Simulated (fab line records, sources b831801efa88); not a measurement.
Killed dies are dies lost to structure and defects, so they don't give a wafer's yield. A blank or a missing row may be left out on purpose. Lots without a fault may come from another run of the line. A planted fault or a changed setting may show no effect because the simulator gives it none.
Chamber matching | flow sky130 | SKY_LI_CONTACT_CMP_02 on cmp-01: 4 sister chambers
The step polishes PSG. 4 wafers are shown with their chamber, then 7 later ones without.

WAFERS WITH THEIR CHAMBER
wafer  | chamber | motor_current_A (A)
L551.1 | 3       | 15.0
L551.6 | 0       | 13.6
L556.1 | 2       | 11.0
L556.2 | 1       | 11.3

WAFERS WITHOUT THEIR CHAMBER
wafer  | motor_current_A (A)
L556.6 | 11.2
L558.3 | 15.4
L558.4 | 12.2
L558.6 | 11.0
L562.1 | 10.9
L562.3 | 15.2
L562.6 | 11.2

WHICH CHAMBER EACH WENT THROUGH
wafer  | from the rows above          | in truth
L556.6 | can't be placed: 1 or 2      | 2
L558.3 | 3                            | 3
L558.4 | can't be placed: 1 or 2 or 0 | 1
L558.6 | can't be placed: 2 or 1      | 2
L562.1 | can't be placed: 2 or 1      | 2
L562.3 | 3                            | 3
L562.6 | can't be placed: 1 or 2      | 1
Placed correctly: 2 of 7. Can't be placed from these rows: 5 (the true chamber is among the candidates in 5). Placed wrongly: 0.
How it was worked out, from the rows above alone: a wafer's distance from a chamber is the root of the sum, over the readings, of the square of ((its reading less the chamber's mean) divided by the reading's scatter). The wafer belongs to the nearest chamber; if the next one is less than 2 further off, it can't be placed. A chamber's mean is the mean of its shown wafers. The scatter: with one shown wafer a chamber, the root of the mean of the squares of how far each hidden wafer lies from its nearest shown one.
